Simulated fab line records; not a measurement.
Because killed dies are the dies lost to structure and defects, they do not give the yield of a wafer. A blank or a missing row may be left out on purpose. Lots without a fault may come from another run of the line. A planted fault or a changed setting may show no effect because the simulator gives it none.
Which tool is to blame? || flow gf180mcu || 6 lots, 18 wafers sampled, at 2 steps of a route of 602

## WHAT THE GAUGES SHOWED, per wafer
GF_VT_IMPLANT_RS_MEAS_49: the measuring method here is four-point-probe.
{"lot": "L320", "measured": "day 7 20:13", "on": "film metro-01", "MVPSD_RS (ohm/sq)": "1174 1173 1173"}
{"lot": "L322", "measured": "day 8 12:55", "on": "film metro-01", "MVPSD_RS (ohm/sq)": "1167 1161 1166"}
{"lot": "L327", "measured": "day 9 17:22", "on": "film metro-02", "MVPSD_RS (ohm/sq)": "1172 1170 1172"}
{"lot": "L329", "measured": "day 10 08:28", "on": "film metro-01", "MVPSD_RS (ohm/sq)": "1171 1167 1168"}
{"lot": "L336", "measured": "day 12 04:22", "on": "film metro-02", "MVPSD_RS (ohm/sq)": "1105 1104 1101 1102 1105 1103"}
{"lot": "L340", "measured": "day 13 05:23", "on": "film metro-01", "MVPSD_RS (ohm/sq)": "1166 1164 1164"}

## WHICH TOOL RAN EACH LOT (tool, then ch and the chambers of the sampled wafers, then the start)
{"lot": "L320", "GF_MVPSD_IMPLANT_08": "implanter-02 ch 0, day 5 06:44"}
{"lot": "L322", "GF_MVPSD_IMPLANT_08": "implanter-04 ch 0, day 5 20:36"}
{"lot": "L327", "GF_MVPSD_IMPLANT_08": "implanter-02 ch 0, day 6 23:16"}
{"lot": "L329", "GF_MVPSD_IMPLANT_08": "implanter-01 ch 0, day 7 13:11"}
{"lot": "L336", "GF_MVPSD_IMPLANT_08": "implanter-02 ch 0, day 9 06:09"}
{"lot": "L340", "GF_MVPSD_IMPLANT_08": "implanter-01 ch 0, day 10 06:57"}
- GF_MVPSD_IMPLANT_08

## THE ANSWER, worked out from the rows above alone
Rule: the lots themselves supply what counts as usual. Put in order of their means at a reading, lots are off if they are a third of the lots or fewer, leave a main group of 4 or more, and stand apart from it by a gap of 3 or more times the standard deviation of the main group's means; of several such gaps the widest counts. A main group is skipped when, at the precision printed for the reading in the tables above, its means are all equal. A lot without any number at a reading at which 4 lots or more have one is off too. Any other lot the step has rows for is counted as sound.
Off: at GF_VT_IMPLANT_RS_MEAS_49 (MVPSD_RS), L336. The main group: mean 1169 ohm/sq, standard deviation 3.5.
If a tool, at a process step before that reading, ran all the lots that are off and no sound lot after the first of them, it fits. Gauges at GF_VT_IMPLANT_RS_MEAS_49: tried the same way as those tools. Undecided on this evidence; 2 tools fit (implanter-02 at GF_MVPSD_IMPLANT_08, film metro-02 at GF_VT_IMPLANT_RS_MEAS_49).

## WHAT THE SIMULATOR HAD INSERTED
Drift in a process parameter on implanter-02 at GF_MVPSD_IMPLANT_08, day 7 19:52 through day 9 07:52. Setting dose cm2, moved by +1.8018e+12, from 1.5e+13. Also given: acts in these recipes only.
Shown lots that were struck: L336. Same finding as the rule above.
